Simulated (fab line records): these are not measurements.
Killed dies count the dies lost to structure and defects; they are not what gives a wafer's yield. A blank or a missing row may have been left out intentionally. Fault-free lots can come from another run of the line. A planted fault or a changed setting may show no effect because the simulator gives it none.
fab line records	flow sky130
record lots=6	wafers=17	last_day=51
route steps=708 shown VIA2@509 PAD_OPEN@708
lots that met no fault: from a run of the same line without faults
start_h: the number of hours between the record's first day and the start of the first shown wafer of the lot	wait_h: hours from the lot's prior step to this one	" same as the row above	L1.1+2: one row covering several wafers at once	- no value, or no start was given	* or withheld: withheld	< > ~ a bound
route shown NAME@n: a module of which the file shows steps, and the number in the route of the first	usual: mean and standard deviation over wafers with no fault	same: alike in all rows	chamber/n: place in a boat	sites: the reading at each site	_std_site: how widely they spread, as a standard deviation	_edge_site: the outer-site mean with the inner-site mean subtracted	radius_mm: how far each site lies from the wafer's centre	mask NAME#n: copy n	behind: the most recent tool/chamber to have shaped the wafer	hold: why the lot went on hold/how many hours it stayed there/how the hold came to an end	device: the n, p or np transistor that did not switch	end of line: at the end of the route, the tests of the same wafers	where a step has no rows: the recipe by itself	killed: the dies lost at the first sort to structure and to defects; this is not the yield of the wafer	map: a wafer's dies, x killed, . not, _ none there
set.NAME: the run value of the setting; set.NAME@STEP: its run value at that earlier step	model.NAME: the simulator's own value behind a step, which no gauge read
lots seen at some steps along the route; tables by step, rows by wafer
services: the hour from which a tool's chamber was out of use, counted from the record's first day as start_h (under 0 if before that day), plus the number of hours and why
## steps
# step SKY_VIA2_CMP_02
# recipe material=SiO2	down_force_psi=4	platen_rpm=60	pad_velocity_m_s=0.94248
# usual motor_current_A=12.5/0.85
lot.wafer	tool	chamber	start_h	wait_h	motor_current_A
L760.2	cmp-01	1	829.63	0.1	12.7
L760.4	"	3	"	"	12.7
L760.5	"	1	"	"	12.8
L766.1	cmp-02	3	880.14	0.1	12.3
L766.4	"	1	"	"	13.4
L766.5	"	3	"	"	12.4
L770.2	cmp-02	0	904.32	0.1	12.3
L770.5	"	3	"	"	12.3
L772.4	cmp-02	2	915.58	0.0	13.1
L772.3	"	1	"	"	13.9
L772.6	"	2	"	"	13.3
L779.2	cmp-01	0	968.48	1.5	11.5
L779.4	"	3	"	"	12.2
L779.6	"	0	"	"	10.7
L782.4	cmp-01	1	1014.44	0.1	12.4
L782.1	"	3	"	"	13.2
L782.6	"	0	"	"	10.4
# step SKY_VIA2_BOW_MEAS_03
# recipe mode=bow
# usual VIA2_BOW=85/7.5
lot.wafer	tool	chamber	start_h	wait_h	VIA2_BOW[um]
L760.2	film_metro-04	-	829.90	0.2	96
L760.4	"	-	"	"	80
L760.5	"	-	"	"	88
L766.1	film_metro-02	-	880.39	0.2	73
L766.4	"	-	"	"	74
L766.5	"	-	"	"	82
L770.2	film_metro-02	-	904.54	0.2	89
L770.5	"	-	"	"	78
L772.3	film_metro-04	-	915.92	0.1	91
L772.4	"	-	"	"	99
L772.6	"	-	"	"	95
L779.2	film_metro-04	-	968.80	0.3	88
L779.4	"	-	"	"	85
L779.6	"	-	"	"	82
L782.1	film_metro-04	-	1014.69	0.1	82
L782.4	"	-	"	"	73
L782.6	"	-	"	"	80
# step SKY_VIA2_DEHYDRATE_04
# recipe temp_c=200	time_s=60
# step SKY_VIA2_HMDS_05
# recipe prime_time_s=60	prime_temp_c=120
# step SKY_VIA2_COAT_06
# recipe resist=BARC	temp_c=withheld	time_s=withheld	spin_rpm=3000	resist_thk_nm=60
# step SKY_VIA2_COAT_07
# recipe resist=KrF-thick	spin_rpm=3000	resist_thk_nm=450
# step SKY_VIA2_SOFTBAKE_08
# recipe temp_c=100	time_s=90	resist=KrF-thick
# step SKY_VIA2_EXPOSE_09
# recipe mask_id=VIM2	na=0.8	source_shape=annular	sigma_inner=0.55	sigma_outer=0.85	target_cd_nm=200	dose_mj=38
# step SKY_VIA2_PEB_10
# recipe peb_temp_c=withheld	peb_time_s=withheld	resist=KrF-thick
# step SKY_VIA2_DEVELOP_11
# recipe develop_time_s=60	resist=KrF-thick	dev_temp_c=21
# step SKY_VIA2_CD_MEAS_12
# recipe target_cd_nm=200
# usual cd_nm=200.3/1.4
lot.wafer	tool	chamber	start_h	wait_h	cd_nm
L760.2	cd_sem-02	-	855.29	-	199.4
L760.4	"	-	"	"	200.7
L760.5	"	-	"	"	200.1
L766.1	cd_sem-01	-	905.59	-	201.7
L766.4	"	-	"	"	203.1
L766.5	"	-	"	"	201.7
L770.2	cd_sem-01	-	929.66	-	199.5
L770.5	"	-	"	"	199.9
L772.3	cd_sem-02	-	941.05	-	199.2
L772.4	"	-	"	"	197.9
L772.6	"	-	"	"	199.7
L779.2	cd_sem-01	-	991.55	-	198.2
L779.4	"	-	"	"	198.9
L779.6	"	-	"	"	198.7
L782.1	cd_sem-02	-	1037.76	-	200.4
L782.4	"	-	"	"	203.0
L782.6	"	-	"	"	201.6
# step SKY_VIA2_OVL_MEAS_13
# usual VIA2_OVL=-1/6.1
lot.wafer	tool	chamber	start_h	wait_h	VIA2_OVL[nm]
L760.2	overlay-02	-	855.40	0.1	-1
L760.4	"	-	"	"	-1
L760.5	"	-	"	"	1
L766.1	overlay-01	-	905.71	0.1	8
L766.4	"	-	"	"	6
L766.5	"	-	"	"	0
L770.2	overlay-01	-	929.76	0.1	3
L770.5	"	-	"	"	6
L772.3	overlay-01	-	941.14	0.1	-7
L772.4	"	-	"	"	-2
L772.6	"	-	"	"	-19
L779.2	overlay-01	-	991.65	0.1	-8
L779.4	"	-	"	"	0
L779.6	"	-	"	"	-5
L782.1	overlay-01	-	1037.88	0.1	-10
L782.4	"	-	"	"	-7
L782.6	"	-	"	"	0
# step SKY_VIA2_ETCH_14
# recipe chemistry=N2/H2	target=BARC	ion_energy_ev=200	source_w=500	bias_w=100	pressure_mtorr=30	n2_flow_sccm=100	h2_flow_sccm=200	stop_on=SiO2	time_s=45.9	target_depth_a=600
# usual bias_w=99.98/0.28	drypump_motor_current_A=5.9/0.35	h2_flow_sccm=200.1/0.56	oes_product_au=0.855/0.0049	run_length_s=74.3/0.39	throttle_valve_pct=13.226/0.0097
lot.wafer	tool	chamber	start_h	wait_h	bias_w	drypump_motor_current_A	h2_flow_sccm	oes_product_au	rf_hours_counter_h	run_length_s	throttle_valve_pct
L760.2	rie_diel-01	2	855.43	0.0	100.26	5.9	200.4	0.860	16	73.7	13.234
L760.4	"	3	"	"	99.69	5.0	198.9	0.845	2	74.0	13.225
L760.5	"	1	"	"	99.99	5.6	201.2	0.852	-	74.5	13.228
L766.1	rie_diel-03	1	905.74	0.0	100.39	5.9	200.3	0.852	9	73.8	13.230
L766.4	"	3	"	"	99.98	5.7	200.4	0.846	21	74.8	13.222
L766.5	"	0	"	"	100.01	5.5	199.7	0.857	-	74.4	13.237
L770.2	rie_diel-03	2	929.79	0.0	-	6.0	200.2	0.887	22	72.6	13.225
L770.5	"	1	"	"	-	5.8	200.7	0.867	-	72.6	13.220
L772.3	rie_diel-03	3	941.16	0.0	-	5.7	200.2	0.877	22	73.2	13.241
L772.4	"	1	"	"	-	5.9	199.4	0.881	10	72.6	13.215
L772.6	"	3	"	"	-	5.7	200.5	0.882	-	73.1	13.226
L779.2	rie_diel-04	1	991.68	0.0	99.86	6.6	200.5	0.855	13	73.9	13.223
L779.4	"	3	"	"	100.30	5.9	200.5	0.855	10	74.6	13.217
L779.6	"	0	"	"	99.93	5.7	200.3	0.852	-	75.0	13.224
L782.1	rie_diel-03	3	1037.91	0.0	100.35	5.7	200.9	0.857	25	74.6	13.223
L782.4	"	1	"	"	99.46	5.9	199.7	0.849	14	73.7	13.227
L782.6	"	3	"	"	100.64	5.7	199.7	0.860	-	74.7	13.226
# step SKY_VIA2_ETCH_15
# recipe target=SiO2	chemistry=C4F8/O2/Ar	target_depth_nm=546	stop_on=TiN	mask_material=KrF-thick	source_w=1500	bias_w=1200	pressure_mtorr=40	c4f8_flow_sccm=withheld	O2_flow_sccm=6	Ar_flow_sccm=300	time_s=84
# usual bias_w=1200/3.4	oes_product_au=0.926/0.0048	run_length_s=112.4/0.37
lot.wafer	tool	chamber	start_h	wait_h	bias_w	oes_product_au	rf_hours_counter_h	run_length_s
L760.2	rie_diel-01	2	855.47	0.0	1205	0.935	16	111.9
L760.4	"	3	"	"	1197	0.922	2	112.1
L760.5	"	1	"	"	1193	0.921	-	112.5
L766.1	rie_diel-03	1	905.78	0.0	1201	0.931	9	112.0
L766.4	"	3	"	"	1203	0.930	21	112.7
L766.5	"	0	"	"	1197	0.926	-	112.2
L770.2	rie_diel-03	2	929.83	0.0	1203	0.925	22	112.6
L770.5	"	1	"	"	1197	0.928	-	112.7
L772.3	rie_diel-03	3	941.21	0.0	1204	0.927	22	112.6
L772.4	"	1	"	"	1201	0.919	10	111.9
L772.6	"	3	"	"	1202	0.924	-	112.8
L779.2	rie_diel-04	1	991.72	0.0	1206	0.926	13	112.7
L779.4	"	3	"	"	1195	0.927	10	112.4
L779.6	"	0	"	"	1200	0.926	-	112.8
L782.1	rie_diel-03	3	1037.96	0.0	1199	0.932	25	112.9
L782.4	"	1	"	"	1200	0.932	14	111.8
L782.6	"	3	"	"	1196	0.923	-	112.8
# step SKY_PAD_OPEN_PROBE_99
# usual defect_limited_yield=82.2/2	killed_at_M0_to_M3=43/6.4	killed_at_M4_up=3.2/1.8	killed_at_contacts=25/5.8	killed_at_front_end=16/4.1	killed_at_other=0.2/0.47	killed_dies=88/9.9	killed_open=47/7.3	killed_short=40/7.1	sort_bin_3_pad_short=0.9/0.41	sort_bin_5_function=10.6/1.6	sort_bin_6_memory=6.3/1.2	sort_n_pass=404/9.9	sort_yield_pct=82.2/2
# same gross_dies=492	killed_at_back_side=0	sort_bin_4_leakage[%]=0	sort_bin_8_speed[%]=0
lot.wafer	tool	chamber	start_h	wait_h	defect_limited_yield[%]	killed_at_M0_to_M3	killed_at_M4_up	killed_at_contacts	killed_at_front_end	killed_at_other	killed_dies	killed_open	killed_short	sort_bin_3_pad_short[%]	sort_bin_5_function[%]	sort_bin_6_memory[%]	sort_n_pass	sort_yield_pct[%]
L760.2	prober-02	-	1076.96	0.1	80.3	50	5	25	17	0	97	50	47	0.2	11.6	7.9	395	80.3
L760.4	prober-02	-	1077.06	0.2	80.3	46	1	34	15	1	97	55	41	0.8	11.2	7.7	395	80.3
L760.5	prober-02	-	1077.11	0.2	83.7	43	3	23	11	0	80	48	32	0.8	10.2	5.3	412	83.7
L766.1	prober-02	-	1126.96	0.1	81.7	36	3	24	27	0	90	50	40	1.4	11.2	5.7	402	81.7
L766.4	prober-02	-	1127.11	0.2	82.1	40	2	30	16	0	88	43	45	0.4	12.0	5.5	404	82.1
L766.5	prober-02	-	1127.16	0.2	85.8	40	1	15	14	0	70	42	28	1.0	8.1	5.1	422	85.8
L770.2	prober-02	-	1135.68	0.1	83.1	37	6	18	22	0	83	48	35	0.8	11.0	5.1	409	83.1
L770.5	prober-02	-	1135.83	0.2	81.9	41	4	24	20	0	89	48	40	0.8	10.4	6.9	403	81.9
L772.3	prober-02	-	1147.16	0.2	82.5	46	0	26	14	0	86	45	40	0.4	10.2	6.9	406	82.5
L772.4	prober-02	-	1147.21	0.2	85.0	47	0	11	16	0	74	40	33	0.6	7.9	6.5	418	85.0
L772.6	prober-02	-	1147.31	0.2	81.3	48	5	22	17	0	92	59	33	0.8	11.8	6.1	400	81.3
L779.2	prober-01	-	1185.76	0.1	83.9	40	5	28	6	0	79	49	30	0.4	10.4	5.3	413	83.9
L779.4	prober-01	-	1185.86	0.2	80.9	44	2	32	16	0	94	53	41	1.0	12.2	5.9	398	80.9
L779.6	prober-01	-	1185.96	0.2	84.8	35	1	26	13	0	75	46	25	0.4	11.2	3.7	417	84.8
# killed by level:class
L760.2 VIA1:geometric_particle:open=13 METAL2:geometric_particle:short=8 VIA2:geometric_particle:short=7 LI_CONTACT:geometric_particle:open=7 CONTACT:geometric_particle:open=7 FIELD_ISO:geometric_particle:open=5 CONTACT:geometric_particle:short=5 FIELD_ISO:geometric_particle:short=4
L760.4 CONTACT:geometric_particle:open=12 VIA2:geometric_particle:open=11 LI_CONTACT:geometric_particle:open=8 VIA1:geometric_particle:open=8 CONTACT:geometric_particle:short=6 VIA3:geometric_particle:open=6 FIELD_ISO:geometric_particle:open=5 FIELD_ISO:geometric_particle:short=5
L760.5 CONTACT:geometric_particle:open=12 VIA1:geometric_particle:open=12 VIA2:geometric_particle:open=7 VIA1:geometric_particle:short=6 METAL2:geometric_particle:short=6 LI_CONTACT:geometric_particle:open=5 FIELD_ISO:geometric_particle:short=3 POLY_GATE:geometric_particle:short=3
L766.1 FIELD_ISO:geometric_particle:open=10 CONTACT:geometric_particle:open=10 CONTACT:geometric_particle:short=7 VIA1:geometric_particle:open=7 POLY_GATE:geometric_particle:open=6 METAL1:geometric_particle:short=6 VIA2:geometric_particle:open=6 FIELD_ISO:geometric_particle:short=4
L766.4 LI_CONTACT:geometric_particle:open=11 CONTACT:geometric_particle:open=9 METAL1:geometric_particle:short=8 VIA1:geometric_particle:open=6 VIA1:geometric_particle:short=6 FIELD_ISO:geometric_particle:open=5 METAL2:geometric_particle:short=5 LOCAL_INTERCONNECT:geometric_particle:short=4
L766.5 VIA1:geometric_particle:open=13 CONTACT:geometric_particle:open=6 LI_CONTACT:geometric_particle:open=5 METAL2:geometric_particle:open=5 FIELD_ISO:geometric_particle:short=4 POLY_GATE:geometric_particle:open=4 METAL1:geometric_particle:short=4 VIA1:geometric_particle:short=3
L770.2 VIA1:geometric_particle:open=12 VIA2:geometric_particle:open=7 LI_CONTACT:geometric_particle:open=6 FIELD_ISO:geometric_particle:short=5 FIELD_ISO:geometric_particle:open=5 CONTACT:geometric_particle:open=5 VIA3:geometric_particle:open=5 VIA2:geometric_particle:short=5
L770.5 VIA3:geometric_particle:open=11 POLY_GATE:geometric_particle:short=7 VIA1:geometric_particle:open=7 LI_CONTACT:geometric_particle:open=6 METAL2:geometric_particle:short=6 CONTACT:geometric_particle:open=6 FIELD_ISO:geometric_particle:short=4 FIELD_ISO:geometric_particle:open=4
L772.3 VIA1:geometric_particle:open=11 CONTACT:geometric_particle:open=9 VIA3:geometric_particle:open=8 FIELD_ISO:geometric_particle:short=7 CONTACT:geometric_particle:short=6 VIA2:geometric_particle:short=6 VIA2:geometric_particle:open=6 METAL2:geometric_particle:short=5
L772.4 VIA2:geometric_particle:open=9 VIA3:geometric_particle:open=7 FIELD_ISO:geometric_particle:open=5 VIA1:geometric_particle:open=5 VIA2:geometric_particle:short=5 FIELD_ISO:geometric_particle:short=4 POLY_GATE:geometric_particle:open=4 METAL1:geometric_particle:short=4
L772.6 CONTACT:geometric_particle:open=11 VIA1:geometric_particle:open=11 VIA2:geometric_particle:open=10 POLY_GATE:geometric_particle:open=5 VIA1:geometric_particle:short=5 LI_CONTACT:geometric_particle:open=5 VIA3:geometric_particle:open=5 METAL1:geometric_particle:short=5
L779.2 VIA1:geometric_particle:open=11 CONTACT:geometric_particle:open=9 LI_CONTACT:geometric_particle:open=8 VIA3:geometric_particle:open=7 CONTACT:geometric_particle:short=5 LOCAL_INTERCONNECT:geometric_particle:short=4 VIA2:geometric_particle:open=4 METAL2:geometric_particle:short=3
L779.4 CONTACT:geometric_particle:open=13 VIA1:geometric_particle:open=11 LI_CONTACT:geometric_particle:open=9 POLY_GATE:geometric_particle:open=6 VIA3:geometric_particle:short=6 VIA2:geometric_particle:open=5 METAL1:geometric_particle:short=5 METAL2:geometric_particle:short=5
L779.6 CONTACT:geometric_particle:open=13 VIA1:geometric_particle:open=10 LI_CONTACT:geometric_particle:open=6 VIA3:geometric_particle:open=6 VIA2:geometric_particle:open=5 CONTACT:geometric_particle:short=4 METAL1:geometric_particle:short=4 NWELL:coat_microbubble_printed=4
## services
tool	chamber	start_h	hours	kind
rie_diel-01	-	817.10	0.4	repair
rie_diel-04	3	823.03	96.4	repair
rie_diel-03	2	823.69	6.2	repair
rie_diel-04	0	838.71	7.5	repair
cmp-01	-	842.17	4.5	pm
rie_diel-03	-	844.31	0.6	repair
cmp-01	-	858.89	1.5	repair
cmp-02	-	874.03	1.3	repair
rie_diel-04	0	879.57	16.1	repair
rie_diel-01	0	884.11	4.0	repair
cmp-01	-	887.88	0.3	repair
cmp-02	-	904.71	3.9	repair
rie_diel-01	3	909.17	4.0	repair
rie_diel-01	1	909.17	10.2	repair
cmp-02	-	915.93	4.0	pm
rie_diel-01	2	928.47	21.4	repair
rie_diel-03	1	943.21	11.6	repair
rie_diel-04	2	952.52	10.6	repair
rie_diel-01	0	956.22	1.7	repair
cmp-01	-	974.27	2.0	repair
rie_diel-01	-	991.63	7.1	repair
cmp-02	-	1011.21	2.0	repair
cmp-02	-	1011.47	1.0	repair
cmp-01	-	1016.61	4.9	repair
## key
first_sign step=SKY_VIA2_ETCH_14	reading=oes_product_au	direction=up	sigmas=5	usual=0.855	struck=0.879
effect step=SKY_VIA2_ETCH_14	reading=run_length_s	direction=down	sigmas=3.8	usual=*	struck=*
met_at SKY_VIA2_ETCH_14
struck_wafers L770.2,L770.5,L772.3,L772.4,L772.6
onset_between 905.74 929.79
fault kind=process_parameter_drift	tool=rie_diel-03	chamber=-	onset_h=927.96	steps=SKY_VIA2_ETCH_14	channel=time_s	offset=*	shape=step	end_h=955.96	acts_in=*	stated=*
